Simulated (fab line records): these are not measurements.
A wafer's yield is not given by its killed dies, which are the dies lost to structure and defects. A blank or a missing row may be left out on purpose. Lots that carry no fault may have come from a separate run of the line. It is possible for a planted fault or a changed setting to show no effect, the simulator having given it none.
The tool behind it: which one?	flow sfq_line	Sampling: 7 lots, 21 wafers, 3 of 325 route steps

WHAT THE GAUGES SHOWED, per wafer
SFQ_M8_OVL_MEAS_948.
lot	measured	on	M8_OVL (nm)
L568	day 87 00:35	overlay-01	7 3 4
L570	day 87 04:11	overlay-01	-5 0 1
L575	day 87 15:37	overlay-01	- - -
L581	day 89 16:28	overlay-01	12 11 13
L583	day 89 23:45	overlay-02	7 6 12
L585	day 90 18:05	overlay-02	13 9 17
L590	day 91 18:05	overlay-02	12 7 12

WHAT TOOL EACH LOT RAN ON (gives the tool, then ch and the chambers of the sampled wafers, and finally the start)
lot	SFQ_TRILAYER_M5_BARC_OPEN_METAL_ETCH_161	SFQ_TRILAYER_C5_LITHO_EXPOSE_152
L568	rie_metal-01 ch 0,1, day 51 03:40	krf_scanner-01 ch 0, day 66 15:14
L570	rie_metal-02 ch 0,1, day 51 20:26	krf_scanner-02 ch 0, day 67 10:55
L575	rie_metal-01 ch 0,1, day 54 01:37	krf_scanner-02, day 69 10:14
L581	rie_metal-03 ch 0,1, day 56 21:34	krf_scanner-02 ch 0, day 71 20:01
L583	rie_metal-03 ch 0,1, day 57 03:44	krf_scanner-02 ch 0, day 72 02:01
L585	rie_metal-02 ch 1, day 58 09:17	krf_scanner-02 ch 0, day 73 09:25
L590	rie_metal-01 ch 0,1, day 65 02:13	krf_scanner-01 ch 0, day 74 17:44
- SFQ_TRILAYER_M5_BARC_OPEN_METAL_ETCH_161: etches BARC in O2, target depth 125 nm, time 41.7 s.
- SFQ_TRILAYER_C5_LITHO_EXPOSE_152: exposes mask C5, target cd 500 nm.

THE ANSWER, worked out from the rows above alone
Rule: what is usual is taken from the lots themselves. Put in order of their means at a reading, lots are off if they are a third of the lots or fewer, leave a main group of 4 or more, and stand apart from it by a gap of 3 or more times the standard deviation of the main group's means; of several such gaps the widest counts. Not used: any main group whose means are identical at the precision the tables above print for the reading. A lot without any number at a reading at which 4 lots or more have one is off too. Where the step has rows for the other lots, those lots are counted as sound.
Off: L575, at SFQ_M8_OVL_MEAS_948 (M8_OVL). Without a number there: L575. Mean 8 nm and standard deviation 4.9 in the main group.
If a tool, at a process step before that reading, ran all the lots that are off and no sound lot after the first of them, it fits. The gauges at SFQ_M8_OVL_MEAS_948 are tried like those tools. Of those tried, none fits.

WHAT THE SIMULATOR PUT IN
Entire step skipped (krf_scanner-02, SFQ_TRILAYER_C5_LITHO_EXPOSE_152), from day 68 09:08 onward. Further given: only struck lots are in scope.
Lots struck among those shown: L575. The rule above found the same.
